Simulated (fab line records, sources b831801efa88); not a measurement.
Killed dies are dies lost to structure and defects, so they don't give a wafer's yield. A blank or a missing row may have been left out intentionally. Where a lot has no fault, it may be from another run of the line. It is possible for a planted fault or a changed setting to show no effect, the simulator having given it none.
fab line records :: flow gf180mcu
[record]
  lots = 15
  wafers = 45
  last_day = 34
route steps=602 shown MIM@509 TOP_METAL@580 PASSIVATION@589
lots untouched by any fault: they come from a run of this same line in which no faults occurred
start_h: hours from the record's first day to the start of the lot's first wafer shown :: wait_h: hours since the lot's step before :: " repeats the value in the row above :: L1.1+2: a row that stands for several wafers :: - either no value or no given start :: * or withheld: withheld :: < > ~ a bound
route shown NAME@n: a module of which the file shows steps, and the number in the route of the first :: usual: mean/standard deviation of fault-free wafers :: same: alike in all rows :: chamber/n: place in a boat :: sites: readings site by site :: _std_site: their standard deviation :: _edge_site: the outer-site mean with the inner-site mean subtracted :: radius_mm: for every site, how far away it sits from the centre of the wafer :: mask NAME#n: copy n :: behind: the last tool/chamber to shape the wafer :: hold: what put the lot on hold/how long, in hours/how the hold closed :: device: the n, p or np transistor that did not switch :: end of line: at the end of the route, the tests of the same wafers :: a step with no rows: only its recipe :: killed: not the wafer's yield, but the dies lost to structure and defects at the first sort :: map: a wafer's dies, marking killed ones x, the rest . and places with no die _
set.NAME: the setting that was run; set.NAME@STEP: the one run at that earlier step :: model.NAME: the simulator's own value behind a step, which no gauge read
steps of the route over a sample of lots; a table a step, a row a wafer
services: a tool's chamber out of use, with start hour (start_h, from the record's first day; less than 0 if before it), hours out, and reason
[[steps]]
[step GF_MIM_THK_MEAS_06]
[recipe]
  reads = Si3N4_of_MIM_CVD_05
[usual]
  MIM_CVD_05_THK = 41.9/0.5
lot.wafer: L743.2
tool: film_metro-01
chamber: -
start_h: 566.68
wait_h: 0.0
MIM_CVD_05_THK[nm]: 41.9

lot.wafer: L743.4
tool: film_metro-01
chamber: -
start_h: 566.68
wait_h: 0.0
MIM_CVD_05_THK[nm]: 42.1

lot.wafer: L743.6
tool: film_metro-01
chamber: -
start_h: 566.68
wait_h: 0.0
MIM_CVD_05_THK[nm]: 42.5

lot.wafer: L744.4
tool: film_metro-01
chamber: -
start_h: 568.17
wait_h: 0.0
MIM_CVD_05_THK[nm]: 42.2

lot.wafer: L744.5
tool: film_metro-01
chamber: -
start_h: 568.17
wait_h: 0.0
MIM_CVD_05_THK[nm]: 42.2

lot.wafer: L744.6
tool: film_metro-01
chamber: -
start_h: 568.17
wait_h: 0.0
MIM_CVD_05_THK[nm]: 42.7

lot.wafer: L745.3
tool: film_metro-04
chamber: -
start_h: 585.25
wait_h: 0.0
MIM_CVD_05_THK[nm]: 41.4

lot.wafer: L745.4
tool: film_metro-04
chamber: -
start_h: 585.25
wait_h: 0.0
MIM_CVD_05_THK[nm]: 41.6

lot.wafer: L745.5
tool: film_metro-04
chamber: -
start_h: 585.25
wait_h: 0.0
MIM_CVD_05_THK[nm]: 42.5

lot.wafer: L747.1
tool: film_metro-04
chamber: -
start_h: 602.62
wait_h: 0.0
MIM_CVD_05_THK[nm]: 41.2

lot.wafer: L747.4
tool: film_metro-04
chamber: -
start_h: 602.62
wait_h: 0.0
MIM_CVD_05_THK[nm]: 41.5

lot.wafer: L747.5
tool: film_metro-04
chamber: -
start_h: 602.62
wait_h: 0.0
MIM_CVD_05_THK[nm]: 41.7

lot.wafer: L749.4
tool: film_metro-03
chamber: -
start_h: 614.88
wait_h: 0.0
MIM_CVD_05_THK[nm]: 41.9

lot.wafer: L749.5
tool: film_metro-03
chamber: -
start_h: 614.88
wait_h: 0.0
MIM_CVD_05_THK[nm]: 42.4

lot.wafer: L749.6
tool: film_metro-03
chamber: -
start_h: 614.88
wait_h: 0.0
MIM_CVD_05_THK[nm]: 41.7

lot.wafer: L750.2
tool: film_metro-01
chamber: -
start_h: 617.54
wait_h: 0.0
MIM_CVD_05_THK[nm]: 41.5

lot.wafer: L750.3
tool: film_metro-01
chamber: -
start_h: 617.54
wait_h: 0.0
MIM_CVD_05_THK[nm]: 42.3

lot.wafer: L750.5
tool: film_metro-01
chamber: -
start_h: 617.54
wait_h: 0.0
MIM_CVD_05_THK[nm]: 42.1

lot.wafer: L758.2
tool: film_metro-04
chamber: -
start_h: 682.67
wait_h: 0.0
MIM_CVD_05_THK[nm]: 41.8

lot.wafer: L758.3
tool: film_metro-04
chamber: -
start_h: 682.67
wait_h: 0.0
MIM_CVD_05_THK[nm]: 41.1

lot.wafer: L758.4
tool: film_metro-04
chamber: -
start_h: 682.67
wait_h: 0.0
MIM_CVD_05_THK[nm]: 42.1

lot.wafer: L759.2
tool: film_metro-01
chamber: -
start_h: 685.97
wait_h: 0.0
MIM_CVD_05_THK[nm]: 41.6

lot.wafer: L759.3
tool: film_metro-01
chamber: -
start_h: 685.97
wait_h: 0.0
MIM_CVD_05_THK[nm]: 42.4

lot.wafer: L759.6
tool: film_metro-01
chamber: -
start_h: 685.97
wait_h: 0.0
MIM_CVD_05_THK[nm]: 42.7

lot.wafer: L760.1
tool: film_metro-03
chamber: -
start_h: 692.69
wait_h: 0.0
MIM_CVD_05_THK[nm]: 42.1

lot.wafer: L760.3
tool: film_metro-03
chamber: -
start_h: 692.69
wait_h: 0.0
MIM_CVD_05_THK[nm]: 41.8

lot.wafer: L760.6
tool: film_metro-03
chamber: -
start_h: 692.69
wait_h: 0.0
MIM_CVD_05_THK[nm]: 42.3

lot.wafer: L761.1
tool: film_metro-04
chamber: -
start_h: 702.06
wait_h: 0.0
MIM_CVD_05_THK[nm]: 42.3

lot.wafer: L761.2
tool: film_metro-04
chamber: -
start_h: 702.06
wait_h: 0.0
MIM_CVD_05_THK[nm]: 42.0

lot.wafer: L761.6
tool: film_metro-04
chamber: -
start_h: 702.06
wait_h: 0.0
MIM_CVD_05_THK[nm]: 42.7

lot.wafer: L762.1
tool: film_metro-04
chamber: -
start_h: 705.20
wait_h: 0.0
MIM_CVD_05_THK[nm]: 41.7

lot.wafer: L762.2
tool: film_metro-04
chamber: -
start_h: 705.20
wait_h: 0.0
MIM_CVD_05_THK[nm]: 41.2

lot.wafer: L762.5
tool: film_metro-04
chamber: -
start_h: 705.20
wait_h: 0.0
MIM_CVD_05_THK[nm]: 41.9

lot.wafer: L763.3
tool: film_metro-03
chamber: -
start_h: 717.04
wait_h: 0.0
MIM_CVD_05_THK[nm]: 41.5

lot.wafer: L763.4
tool: film_metro-03
chamber: -
start_h: 717.04
wait_h: 0.0
MIM_CVD_05_THK[nm]: 41.8

lot.wafer: L763.5
tool: film_metro-03
chamber: -
start_h: 717.04
wait_h: 0.0
MIM_CVD_05_THK[nm]: 41.8

lot.wafer: L764.1
tool: film_metro-03
chamber: -
start_h: 718.71
wait_h: 0.0
MIM_CVD_05_THK[nm]: 41.1

lot.wafer: L764.3
tool: film_metro-03
chamber: -
start_h: 718.71
wait_h: 0.0
MIM_CVD_05_THK[nm]: 41.3

lot.wafer: L764.4
tool: film_metro-03
chamber: -
start_h: 718.71
wait_h: 0.0
MIM_CVD_05_THK[nm]: 42.1

lot.wafer: L765.1
tool: film_metro-03
chamber: -
start_h: 724.09
wait_h: 0.0
MIM_CVD_05_THK[nm]: 41.5

lot.wafer: L765.5
tool: film_metro-03
chamber: -
start_h: 724.09
wait_h: 0.0
MIM_CVD_05_THK[nm]: 42.7

lot.wafer: L765.6
tool: film_metro-03
chamber: -
start_h: 724.09
wait_h: 0.0
MIM_CVD_05_THK[nm]: 42.0

lot.wafer: L766.1
tool: film_metro-04
chamber: -
start_h: 733.46
wait_h: 0.0
MIM_CVD_05_THK[nm]: 41.8

lot.wafer: L766.3
tool: film_metro-04
chamber: -
start_h: 733.46
wait_h: 0.0
MIM_CVD_05_THK[nm]: 41.6

lot.wafer: L766.4
tool: film_metro-04
chamber: -
start_h: 733.46
wait_h: 0.0
MIM_CVD_05_THK[nm]: 42.3
[step GF_TOP_METAL_DEVELOP_13]
[recipe]
  develop_time_s = 60
  dev_temp_c = 23
[usual]
  chill_plate_temp_C = 23.01/0.11
  develop_time_s = 60/0
lot.wafer: L743.2
tool: litho_track-04
chamber: 0
start_h: 652.71
wait_h: 0.1
chill_plate_temp_C: 22.91
develop_time_s: 60

lot.wafer: L743.4
tool: litho_track-04
chamber: 0
start_h: 652.71
wait_h: 0.1
chill_plate_temp_C: 22.78
develop_time_s: 60

lot.wafer: L743.6
tool: litho_track-04
chamber: 0
start_h: 652.71
wait_h: 0.1
chill_plate_temp_C: 22.88
develop_time_s: 60

lot.wafer: L744.4
tool: litho_track-04
chamber: 0
start_h: 654.61
wait_h: 0.1
chill_plate_temp_C: 22.89
develop_time_s: 60

lot.wafer: L744.5
tool: litho_track-04
chamber: 0
start_h: 654.61
wait_h: 0.1
chill_plate_temp_C: 23.12
develop_time_s: 60

lot.wafer: L744.6
tool: litho_track-04
chamber: 0
start_h: 654.61
wait_h: 0.1
chill_plate_temp_C: 22.95
develop_time_s: 60

lot.wafer: L745.3
tool: litho_track-03
chamber: 0
start_h: 670.91
wait_h: 0.1
chill_plate_temp_C: 23.25
develop_time_s: 60

lot.wafer: L745.4
tool: litho_track-03
chamber: 0
start_h: 670.91
wait_h: 0.1
chill_plate_temp_C: 23.24
develop_time_s: 60

lot.wafer: L745.5
tool: litho_track-03
chamber: 0
start_h: 670.91
wait_h: 0.1
chill_plate_temp_C: 23.13
develop_time_s: 60

lot.wafer: L747.1
tool: litho_track-04
chamber: 0
start_h: 685.64
wait_h: 0.1
chill_plate_temp_C: 22.98
develop_time_s: 60

lot.wafer: L747.4
tool: litho_track-04
chamber: 0
start_h: 685.64
wait_h: 0.1
chill_plate_temp_C: 22.94
develop_time_s: 60

lot.wafer: L747.5
tool: litho_track-04
chamber: 0
start_h: 685.64
wait_h: 0.1
chill_plate_temp_C: 23.00
develop_time_s: 60

lot.wafer: L749.4
tool: litho_track-03
chamber: 0
start_h: 697.23
wait_h: 0.1
chill_plate_temp_C: 22.97
develop_time_s: 60

lot.wafer: L749.5
tool: litho_track-03
chamber: 0
start_h: 697.23
wait_h: 0.1
chill_plate_temp_C: 23.03
develop_time_s: 60

lot.wafer: L749.6
tool: litho_track-03
chamber: 0
start_h: 697.23
wait_h: 0.1
chill_plate_temp_C: 22.94
develop_time_s: 60

lot.wafer: L750.2
tool: litho_track-02
chamber: 0
start_h: 700.47
wait_h: 0.1
chill_plate_temp_C: 22.99
develop_time_s: 60

lot.wafer: L750.3
tool: litho_track-02
chamber: 0
start_h: 700.47
wait_h: 0.1
chill_plate_temp_C: 22.91
develop_time_s: 60

lot.wafer: L750.5
tool: litho_track-02
chamber: 0
start_h: 700.47
wait_h: 0.1
chill_plate_temp_C: 23.10
develop_time_s: 60

lot.wafer: L758.2
tool: litho_track-04
chamber: -
start_h: 755.96
wait_h: 0.1
chill_plate_temp_C: -
develop_time_s: -

lot.wafer: L758.3
tool: litho_track-04
chamber: -
start_h: 755.96
wait_h: 0.1
chill_plate_temp_C: -
develop_time_s: -

lot.wafer: L758.4
tool: litho_track-04
chamber: -
start_h: 755.96
wait_h: 0.1
chill_plate_temp_C: -
develop_time_s: -

lot.wafer: L759.2
tool: litho_track-04
chamber: -
start_h: 759.31
wait_h: 0.1
chill_plate_temp_C: -
develop_time_s: -

lot.wafer: L759.3
tool: litho_track-04
chamber: -
start_h: 759.31
wait_h: 0.1
chill_plate_temp_C: -
develop_time_s: -

lot.wafer: L759.6
tool: litho_track-04
chamber: -
start_h: 759.31
wait_h: 0.1
chill_plate_temp_C: -
develop_time_s: -

lot.wafer: L760.1
tool: litho_track-02
chamber: -
start_h: 766.35
wait_h: 0.1
chill_plate_temp_C: -
develop_time_s: -

lot.wafer: L760.3
tool: litho_track-02
chamber: -
start_h: 766.35
wait_h: 0.1
chill_plate_temp_C: -
develop_time_s: -

lot.wafer: L760.6
tool: litho_track-02
chamber: -
start_h: 766.35
wait_h: 0.1
chill_plate_temp_C: -
develop_time_s: -

lot.wafer: L761.1
tool: litho_track-02
chamber: 0
start_h: 773.45
wait_h: 0.1
chill_plate_temp_C: 23.15
develop_time_s: 60

lot.wafer: L761.2
tool: litho_track-02
chamber: 0
start_h: 773.45
wait_h: 0.1
chill_plate_temp_C: 23.03
develop_time_s: 60

lot.wafer: L761.6
tool: litho_track-02
chamber: 0
start_h: 773.45
wait_h: 0.1
chill_plate_temp_C: 23.07
develop_time_s: 60

lot.wafer: L762.1
tool: litho_track-02
chamber: 0
start_h: 775.25
wait_h: 0.1
chill_plate_temp_C: 23.05
develop_time_s: 60

lot.wafer: L762.2
tool: litho_track-02
chamber: 0
start_h: 775.25
wait_h: 0.1
chill_plate_temp_C: 23.15
develop_time_s: 60

lot.wafer: L762.5
tool: litho_track-02
chamber: 0
start_h: 775.25
wait_h: 0.1
chill_plate_temp_C: 23.14
develop_time_s: 60

lot.wafer: L763.3
tool: litho_track-03
chamber: 0
start_h: 787.81
wait_h: 0.1
chill_plate_temp_C: 22.96
develop_time_s: 60

lot.wafer: L763.4
tool: litho_track-03
chamber: 0
start_h: 787.81
wait_h: 0.1
chill_plate_temp_C: 22.96
develop_time_s: 60

lot.wafer: L763.5
tool: litho_track-03
chamber: 0
start_h: 787.81
wait_h: 0.1
chill_plate_temp_C: 23.02
develop_time_s: 60

lot.wafer: L764.1
tool: litho_track-02
chamber: 0
start_h: 788.60
wait_h: 0.1
chill_plate_temp_C: 23.03
develop_time_s: 60

lot.wafer: L764.3
tool: litho_track-02
chamber: 0
start_h: 788.60
wait_h: 0.1
chill_plate_temp_C: 23.10
develop_time_s: 60

lot.wafer: L764.4
tool: litho_track-02
chamber: 0
start_h: 788.60
wait_h: 0.1
chill_plate_temp_C: 22.96
develop_time_s: 60

lot.wafer: L765.1
tool: litho_track-02
chamber: 0
start_h: 793.65
wait_h: 0.1
chill_plate_temp_C: 22.95
develop_time_s: 60

lot.wafer: L765.5
tool: litho_track-02
chamber: 0
start_h: 793.65
wait_h: 0.1
chill_plate_temp_C: 23.06
develop_time_s: 60

lot.wafer: L765.6
tool: litho_track-02
chamber: 0
start_h: 793.65
wait_h: 0.1
chill_plate_temp_C: 22.98
develop_time_s: 60

lot.wafer: L766.1
tool: litho_track-04
chamber: 0
start_h: 800.28
wait_h: 0.1
chill_plate_temp_C: 23.19
develop_time_s: 60

lot.wafer: L766.3
tool: litho_track-04
chamber: 0
start_h: 800.28
wait_h: 0.1
chill_plate_temp_C: 23.04
develop_time_s: 60

lot.wafer: L766.4
tool: litho_track-04
chamber: 0
start_h: 800.28
wait_h: 0.1
chill_plate_temp_C: 22.94
develop_time_s: 60
[step GF_PASSIVATION_CVD_02]
[recipe]
  material = Si3N4
  target_thk_nm = 700
  time_s = 486.18
  temp_c = 400
  rf_w = 450
[usual]
  heater_power_w = 746/81
lot.wafer: L743.2
tool: pecvd-04
chamber: 2
start_h: 654.09
wait_h: 0.0
heater_power_w: 756

lot.wafer: L743.4
tool: pecvd-04
chamber: 1
start_h: 654.09
wait_h: 0.0
heater_power_w: 749

lot.wafer: L743.6
tool: pecvd-04
chamber: 0
start_h: 654.09
wait_h: 0.0
heater_power_w: 809

lot.wafer: L744.4
tool: pecvd-04
chamber: 1
start_h: 656.05
wait_h: 0.2
heater_power_w: 838

lot.wafer: L744.5
tool: pecvd-04
chamber: 0
start_h: 656.05
wait_h: 0.2
heater_power_w: 665

lot.wafer: L744.6
tool: pecvd-04
chamber: 2
start_h: 656.05
wait_h: 0.2
heater_power_w: 772

lot.wafer: L745.3
tool: pecvd-04
chamber: 0
start_h: 672.06
wait_h: 0.0
heater_power_w: 791

lot.wafer: L745.4
tool: pecvd-04
chamber: 1
start_h: 672.06
wait_h: 0.0
heater_power_w: 828

lot.wafer: L745.5
tool: pecvd-04
chamber: 0
start_h: 672.06
wait_h: 0.0
heater_power_w: 661

lot.wafer: L747.1
tool: pecvd-01
chamber: 2
start_h: 686.81
wait_h: 0.1
heater_power_w: 926

lot.wafer: L747.4
tool: pecvd-01
chamber: 1
start_h: 686.81
wait_h: 0.1
heater_power_w: 827

lot.wafer: L747.5
tool: pecvd-01
chamber: 2
start_h: 686.81
wait_h: 0.1
heater_power_w: 971

lot.wafer: L749.4
tool: pecvd-03
chamber: 2
start_h: 698.56
wait_h: 0.2
heater_power_w: 741

lot.wafer: L749.5
tool: pecvd-03
chamber: 1
start_h: 698.56
wait_h: 0.2
heater_power_w: 676

lot.wafer: L749.6
tool: pecvd-03
chamber: 0
start_h: 698.56
wait_h: 0.2
heater_power_w: 597

lot.wafer: L750.2
tool: pecvd-01
chamber: 1
start_h: 701.96
wait_h: 0.0
heater_power_w: 866

lot.wafer: L750.3
tool: pecvd-01
chamber: 0
start_h: 701.96
wait_h: 0.0
heater_power_w: 626

lot.wafer: L750.5
tool: pecvd-01
chamber: 1
start_h: 701.96
wait_h: 0.0
heater_power_w: 687

lot.wafer: L761.1
tool: pecvd-01
chamber: 2
start_h: 774.61
wait_h: 0.1
heater_power_w: 838

lot.wafer: L761.2
tool: pecvd-01
chamber: 0
start_h: 774.61
wait_h: 0.1
heater_power_w: 663

lot.wafer: L761.6
tool: pecvd-01
chamber: 0
start_h: 774.61
wait_h: 0.1
heater_power_w: 682

lot.wafer: L762.1
tool: pecvd-01
chamber: 2
start_h: 776.41
wait_h: 0.1
heater_power_w: 815

lot.wafer: L762.2
tool: pecvd-01
chamber: 1
start_h: 776.41
wait_h: 0.1
heater_power_w: 867

lot.wafer: L762.5
tool: pecvd-01
chamber: 1
start_h: 776.41
wait_h: 0.1
heater_power_w: 709

lot.wafer: L763.3
tool: pecvd-03
chamber: 2
start_h: 788.93
wait_h: 0.0
heater_power_w: 697

lot.wafer: L763.4
tool: pecvd-03
chamber: 1
start_h: 788.93
wait_h: 0.0
heater_power_w: 803

lot.wafer: L763.5
tool: pecvd-03
chamber: 0
start_h: 788.93
wait_h: 0.0
heater_power_w: 693

lot.wafer: L764.1
tool: pecvd-04
chamber: 0
start_h: 789.76
wait_h: 0.1
heater_power_w: 700

lot.wafer: L764.3
tool: pecvd-04
chamber: 1
start_h: 789.76
wait_h: 0.1
heater_power_w: 744

lot.wafer: L764.4
tool: pecvd-04
chamber: 0
start_h: 789.76
wait_h: 0.1
heater_power_w: 764

lot.wafer: L765.1
tool: pecvd-04
chamber: 0
start_h: 794.81
wait_h: 0.1
heater_power_w: 752

lot.wafer: L765.5
tool: pecvd-04
chamber: 2
start_h: 794.81
wait_h: 0.1
heater_power_w: 789

lot.wafer: L765.6
tool: pecvd-04
chamber: 1
start_h: 794.81
wait_h: 0.1
heater_power_w: 741

lot.wafer: L766.1
tool: pecvd-03
chamber: 0
start_h: 801.45
wait_h: 0.1
heater_power_w: 724

lot.wafer: L766.3
tool: pecvd-03
chamber: 2
start_h: 801.45
wait_h: 0.1
heater_power_w: 707

lot.wafer: L766.4
tool: pecvd-03
chamber: 1
start_h: 801.45
wait_h: 0.1
heater_power_w: 782
[step GF_PASSIVATION_BOW_MEAS_14]
[recipe]
  mode = bow
[usual]
  PASSIVATION_BOW = 134/10
lot.wafer: L743.2
tool: film_metro-01
chamber: -
start_h: 675.71
wait_h: 0.0
PASSIVATION_BOW[um]: 129

lot.wafer: L743.4
tool: film_metro-01
chamber: -
start_h: 675.71
wait_h: 0.0
PASSIVATION_BOW[um]: 122

lot.wafer: L743.6
tool: film_metro-01
chamber: -
start_h: 675.71
wait_h: 0.0
PASSIVATION_BOW[um]: 130

lot.wafer: L744.4
tool: film_metro-03
chamber: -
start_h: 677.53
wait_h: 0.1
PASSIVATION_BOW[um]: 147

lot.wafer: L744.5
tool: film_metro-03
chamber: -
start_h: 677.53
wait_h: 0.1
PASSIVATION_BOW[um]: 141

lot.wafer: L744.6
tool: film_metro-03
chamber: -
start_h: 677.53
wait_h: 0.1
PASSIVATION_BOW[um]: 141

lot.wafer: L745.3
tool: film_metro-03
chamber: -
start_h: 693.00
wait_h: 0.0
PASSIVATION_BOW[um]: 138

lot.wafer: L745.4
tool: film_metro-03
chamber: -
start_h: 693.00
wait_h: 0.0
PASSIVATION_BOW[um]: 138

lot.wafer: L745.5
tool: film_metro-03
chamber: -
start_h: 693.00
wait_h: 0.0
PASSIVATION_BOW[um]: 133

lot.wafer: L747.1
tool: film_metro-03
chamber: -
start_h: 707.55
wait_h: 0.0
PASSIVATION_BOW[um]: 147

lot.wafer: L747.4
tool: film_metro-03
chamber: -
start_h: 707.55
wait_h: 0.0
PASSIVATION_BOW[um]: 154

lot.wafer: L747.5
tool: film_metro-03
chamber: -
start_h: 707.55
wait_h: 0.0
PASSIVATION_BOW[um]: 142

lot.wafer: L749.4
tool: film_metro-01
chamber: -
start_h: 718.81
wait_h: 0.1
PASSIVATION_BOW[um]: 133

lot.wafer: L749.5
tool: film_metro-01
chamber: -
start_h: 718.81
wait_h: 0.1
PASSIVATION_BOW[um]: 124

lot.wafer: L749.6
tool: film_metro-01
chamber: -
start_h: 718.81
wait_h: 0.1
PASSIVATION_BOW[um]: 136

lot.wafer: L750.2
tool: film_metro-01
chamber: -
start_h: 721.96
wait_h: 0.0
PASSIVATION_BOW[um]: 138

lot.wafer: L750.3
tool: film_metro-01
chamber: -
start_h: 721.96
wait_h: 0.0
PASSIVATION_BOW[um]: 135

lot.wafer: L750.5
tool: film_metro-01
chamber: -
start_h: 721.96
wait_h: 0.0
PASSIVATION_BOW[um]: 130

lot.wafer: L761.1
tool: film_metro-01
chamber: -
start_h: 791.98
wait_h: 0.0
PASSIVATION_BOW[um]: 132

lot.wafer: L761.2
tool: film_metro-01
chamber: -
start_h: 791.98
wait_h: 0.0
PASSIVATION_BOW[um]: 146

lot.wafer: L761.6
tool: film_metro-01
chamber: -
start_h: 791.98
wait_h: 0.0
PASSIVATION_BOW[um]: 146

lot.wafer: L762.1
tool: film_metro-03
chamber: -
start_h: 793.51
wait_h: 0.0
PASSIVATION_BOW[um]: 130

lot.wafer: L762.2
tool: film_metro-03
chamber: -
start_h: 793.51
wait_h: 0.0
PASSIVATION_BOW[um]: 126

lot.wafer: L762.5
tool: film_metro-03
chamber: -
start_h: 793.51
wait_h: 0.0
PASSIVATION_BOW[um]: 136

lot.wafer: L763.3
tool: film_metro-03
chamber: -
start_h: 806.44
wait_h: 0.0
PASSIVATION_BOW[um]: 125

lot.wafer: L763.4
tool: film_metro-03
chamber: -
start_h: 806.44
wait_h: 0.0
PASSIVATION_BOW[um]: 130

lot.wafer: L763.5
tool: film_metro-03
chamber: -
start_h: 806.44
wait_h: 0.0
PASSIVATION_BOW[um]: 118

lot.wafer: L764.1
tool: film_metro-03
chamber: -
start_h: 807.01
wait_h: 0.0
PASSIVATION_BOW[um]: 119

lot.wafer: L764.3
tool: film_metro-03
chamber: -
start_h: 807.01
wait_h: 0.0
PASSIVATION_BOW[um]: 115

lot.wafer: L764.4
tool: film_metro-03
chamber: -
start_h: 807.01
wait_h: 0.0
PASSIVATION_BOW[um]: 119

lot.wafer: L765.1
tool: film_metro-01
chamber: -
start_h: 811.50
wait_h: 0.0
PASSIVATION_BOW[um]: 154

lot.wafer: L765.5
tool: film_metro-01
chamber: -
start_h: 811.50
wait_h: 0.0
PASSIVATION_BOW[um]: 135

lot.wafer: L765.6
tool: film_metro-01
chamber: -
start_h: 811.50
wait_h: 0.0
PASSIVATION_BOW[um]: 151

lot.wafer: L766.1
tool: film_metro-03
chamber: -
start_h: 818.30
wait_h: 0.0
PASSIVATION_BOW[um]: 150

lot.wafer: L766.3
tool: film_metro-03
chamber: -
start_h: 818.30
wait_h: 0.0
PASSIVATION_BOW[um]: 140

lot.wafer: L766.4
tool: film_metro-03
chamber: -
start_h: 818.30
wait_h: 0.0
PASSIVATION_BOW[um]: 142
[[services]]
tool: pecvd-04
chamber: -
start_h: 633.20
hours: 0.5
kind: repair

tool: pecvd-01
chamber: -
start_h: 645.76
hours: 2.8
kind: pm

tool: pecvd-01
chamber: -
start_h: 764.00
hours: 0.8
kind: pm

tool: pecvd-01
chamber: -
start_h: 799.38
hours: 14.0
kind: pm

tool: pecvd-01
chamber: 0
start_h: 799.38
hours: 14.0
kind: vent_cycle

tool: pecvd-01
chamber: 1
start_h: 799.38
hours: 14.0
kind: vent_cycle

tool: pecvd-01
chamber: 2
start_h: 799.38
hours: 14.0
kind: vent_cycle

tool: pecvd-04
chamber: -
start_h: 800.14
hours: 3.2
kind: repair
[[key]]
[first_sign]
  step = GF_TOP_METAL_DEVELOP_13
  reading = tool_record
  direction = missing
effect none on later readings
met_at GF_TOP_METAL_DEVELOP_13
struck_lots L758,L759,L760
later_rows_left_out L758.2,L758.3,L758.4,L759.2,L759.3,L759.6,L760.1,L760.3,L760.6
sort_left_out L758.2,L758.3,L758.4,L759.2,L759.3,L759.6,L760.1,L760.3,L760.6
not_acting_at GF_MIM_THK_MEAS_06,GF_PASSIVATION_CVD_02,GF_PASSIVATION_BOW_MEAS_14
onset_between 700.47 755.96
[fault]
  kind = skipped_step_whole
  tool = litho_track-02,litho_track-04
  chamber = -
  onset_h = 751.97
  steps = GF_TOP_METAL_DEVELOP_13
  scope = struck_lots_only
// sort_left_out: the simulated sort isn't trusted on such a fault, so these wafers' sort isn't shown, and their yield isn't known
// later_rows_left_out: the simulator's readings of these wafers behind a module that went badly wrong aren't trusted and aren't shown, but for the sort
